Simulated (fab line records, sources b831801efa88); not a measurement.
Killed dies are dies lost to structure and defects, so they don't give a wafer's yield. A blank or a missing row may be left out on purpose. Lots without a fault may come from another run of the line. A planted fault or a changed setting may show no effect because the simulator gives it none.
Which tool did it? | flow sky130 | 13 lots, 39 wafers sampled, at 4 steps of a route of 708

WHAT THE GAUGES READ, wafer by wafer
SKY_SD_P_CD_MEAS_07: target cd 380 nm. Usual: cd_nm 380.5 nm, standard deviation 2.4.
lot  | measured     | on        | cd_nm (nm)        | flag
L702 | day 25 23:38 | cd_sem-01 | 377.9 378.6 376.9 |
L703 | day 26 09:53 | cd_sem-01 | 376.2 377.5 378.9 |
L705 | day 26 21:55 | cd_sem-01 | 381.8 379.8 379.6 |
L706 | day 27 12:56 | cd_sem-02 | 378.1 380.6 383.7 |
L707 | day 28 01:37 | cd_sem-01 | 384.1 383.1 381.8 |
L710 | day 29 08:26 | cd_sem-01 | 382.8 383.1 383.2 |
L711 | day 29 16:32 | cd_sem-01 | 378.8 379.3 378.9 |
L712 | day 29 15:43 | cd_sem-01 | 380.9 380.2 378.5 |
L717 | day 31 14:10 | cd_sem-01 | 380.3 381.7 380.6 |
L719 | day 31 19:50 | cd_sem-01 | 382.9 379.5 381.0 |
L721 | day 32 11:35 | cd_sem-01 | 382.4 380.3 382.5 |
L722 | day 32 19:25 | cd_sem-02 | 381.3 380.3 377.6 |
L723 | day 32 22:58 | cd_sem-02 | 379.8 377.1 377.0 |

WHICH TOOL RAN EACH LOT (tool, then ch and the chambers of the sampled wafers, then the start)
lot  | SKY_NWELL_IMPLANT_13            | SKY_VT_ADJUST_LVTN_STRIP_20          | SKY_POLY_CUT_ETCH_10
L702 | implanter-04 ch 0, day 5 00:14  | plasma_asher-01 ch 0, day 8 04:25    | rie_diel-04 ch 0,1, day 24 17:38
L703 | implanter-02 ch 0, day 5 05:47  | plasma_asher-02 ch 0,1, day 8 10:49  | rie_diel-01 ch 0,2,3, day 25 05:09
L705 | implanter-04 ch 0, day 5 17:17  | plasma_asher-01 ch 0,1, day 8 22:58  | rie_diel-01 ch 1,3, day 25 17:00
L706 | implanter-02 ch 0, day 5 23:20  | plasma_asher-01 ch 0,1, day 9 06:25  | rie_diel-02 ch 1,2,3, day 26 08:03
L707 | implanter-04 ch 0, day 6 08:33  | plasma_asher-01 ch 0,1, day 9 16:55  | rie_diel-01 ch 0,2, day 26 21:18
L710 | implanter-02 ch 0, day 7 06:50  | plasma_asher-01 ch 1, day 10 20:53   | rie_diel-04 ch 0,1, day 28 04:06
L711 | implanter-02 ch 0, day 7 11:17  | plasma_asher-01 ch 0,1, day 10 23:56 | rie_diel-04 ch 0,2,3, day 28 12:09
L712 | implanter-01 ch 0, day 7 11:50  | plasma_asher-02 ch 0,1, day 11 00:50 | rie_diel-01 ch 0,2,3, day 28 11:19
L717 | implanter-02 ch 0, day 8 21:35  | plasma_asher-04 ch 0,1, day 12 18:49 | rie_diel-02 ch 0,1,3, day 30 11:23
L719 | implanter-02 ch 0, day 9 03:12  | plasma_asher-02 ch 0,1, day 13 01:14 | rie_diel-04 ch 0,3, day 30 17:24
L721 | implanter-04 ch 0, day 9 18:03  | plasma_asher-04 ch 0,1, day 13 17:31 | rie_diel-02 ch 0,2, day 31 08:36
L722 | implanter-01 ch 0, day 9 21:36  | plasma_asher-02 ch 0, day 13 22:49   | rie_diel-04 ch 0,1,3, day 31 16:57
L723 | implanter-04 ch 0, day 10 07:08 | plasma_asher-01 ch 0,1, day 14 08:46 | rie_diel-01 ch 0,1,2, day 31 19:45
- SKY_NWELL_IMPLANT_13
- SKY_VT_ADJUST_LVTN_STRIP_20: strips in O2/N2.
- SKY_POLY_CUT_ETCH_10: etches BARC in N2/H2, stops on SiO2, time 45.9 s, target depth 60 nm.

WHAT THE TOOLS THEMSELVES READ (means of the sampled wafers that have a number; where no wafer has one, the mark that the record gives instead)
SKY_NWELL_IMPLANT_13. Usual: beam_energy_keV 50.000, standard deviation 0.016.
lot  | tool         | beam_energy_keV | flag
L702 | implanter-04 | 50.009          |
L703 | implanter-02 | 49.995          |
L705 | implanter-04 | 49.996          |
L706 | implanter-02 | 49.993          |
L707 | implanter-04 | 50.025          |
L710 | implanter-02 | 49.987          |
L711 | implanter-02 | 50.013          |
L712 | implanter-01 | 50.000          |
L717 | implanter-02 | 49.200          | OFF
L719 | implanter-02 | 49.189          | OFF
L721 | implanter-04 | 49.999          |
L722 | implanter-01 | 50.019          |
L723 | implanter-04 | 50.012          |

SKY_VT_ADJUST_LVTN_STRIP_20. Usual: drypump_motor_current_A 5.3 A, standard deviation 0.32; oes_product_au 0.714 a.u., standard deviation 0.0044; strip_time_to_endpoint_s 14.19 s, standard deviation 0.03.
lot  | tool            | drypump_motor_current_A (A) | oes_product_au (a.u.) | strip_time_to_endpoint_s (s) | flag
L702 | plasma_asher-01 | 5.9                         | 0.716                 | 14.23                        |
L703 | plasma_asher-02 | 5.0                         | 0.713                 | 14.21                        |
L705 | plasma_asher-01 | 5.7                         | 0.715                 | 14.19                        |
L706 | plasma_asher-01 | 5.6                         | 0.713                 | 14.19                        |
L707 | plasma_asher-01 | 5.5                         | 0.712                 | 14.20                        |
L710 | plasma_asher-01 | 5.4                         | 0.714                 | 14.14                        |
L711 | plasma_asher-01 | 5.7                         | 0.717                 | 14.17                        |
L712 | plasma_asher-02 | 5.1                         | 0.713                 | 14.19                        |
L717 | plasma_asher-04 | 5.6                         | 0.713                 | 14.19                        |
L719 | plasma_asher-02 | 5.1                         | 0.712                 | 14.19                        |
L721 | plasma_asher-04 | 5.6                         | 0.709                 | 14.16                        |
L722 | plasma_asher-02 | 5.1                         | 0.717                 | 14.21                        |
L723 | plasma_asher-01 | 5.5                         | 0.713                 | 14.25                        |

SKY_POLY_CUT_ETCH_10. Usual: drypump_motor_current_A 6.0 A, standard deviation 0.37; oes_product_au 0.856 a.u., standard deviation 0.0046; throttle_valve_pct 13.224 %, standard deviation 0.0085.
lot  | tool        | drypump_motor_current_A (A) | oes_product_au (a.u.) | throttle_valve_pct (%) | flag
L702 | rie_diel-04 | 6.1                         | 0.859                 | 13.230                 |
L703 | rie_diel-01 | 6.1                         | 0.855                 | 13.219                 |
L705 | rie_diel-01 | 5.5                         | 0.853                 | 13.219                 |
L706 | rie_diel-02 | 6.0                         | 0.854                 | 13.217                 |
L707 | rie_diel-01 | 6.4                         | 0.852                 | 13.223                 |
L710 | rie_diel-04 | 6.3                         | 0.856                 | 13.227                 |
L711 | rie_diel-04 | 5.9                         | 0.852                 | 13.225                 |
L712 | rie_diel-01 | 6.0                         | 0.855                 | 13.222                 |
L717 | rie_diel-02 | 6.0                         | 0.857                 | 13.234                 |
L719 | rie_diel-04 | 6.3                         | 0.852                 | 13.231                 |
L721 | rie_diel-02 | 5.6                         | 0.861                 | 13.224                 |
L722 | rie_diel-04 | 6.1                         | 0.854                 | 13.222                 |
L723 | rie_diel-01 | 6.1                         | 0.854                 | 13.229                 |

THE ANSWER, worked out from the rows above alone
Rule: a lot is off if the mean of its wafers that have a number lies more than 3 standard deviations from the usual mean. A lot without any number at a reading at which 4 lots or more have one is off too. The other lots that the step has rows for count as sound. The gauges are gone through in route order, then the tools' own readings, and for those a lot's mean is taken as printed above. The first step at which some lot is off is used, and at that step the reading that is off furthest; a lot without a number counts as furthest.
Off: L717, L719, at SKY_NWELL_IMPLANT_13 (beam_energy_keV).
A tool fits if, at that step or a process step before it, it ran every lot that is off, and no sound lot after the first of them. One fits: implanter-02 at SKY_NWELL_IMPLANT_13. Its last sound lot is L711 (day 7 11:17), its first lot that is off L717 (day 8 21:35): a fault that began between those two fits.
The tool's own readings at SKY_NWELL_IMPLANT_13 bear it out: on the lots that are off they differ by more than 5 times the standard deviation of the sound lots' means. beam_energy_keV reads 49.195 there against 50.004 on the sound lots.

WHAT THE SIMULATOR HAD PUT IN
Process parameter drift: implanter-02, from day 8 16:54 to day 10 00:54, at SKY_NWELL_IMPLANT_13. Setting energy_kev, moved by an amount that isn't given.
Lots struck among those shown: L717, L719. The rule above found the same.
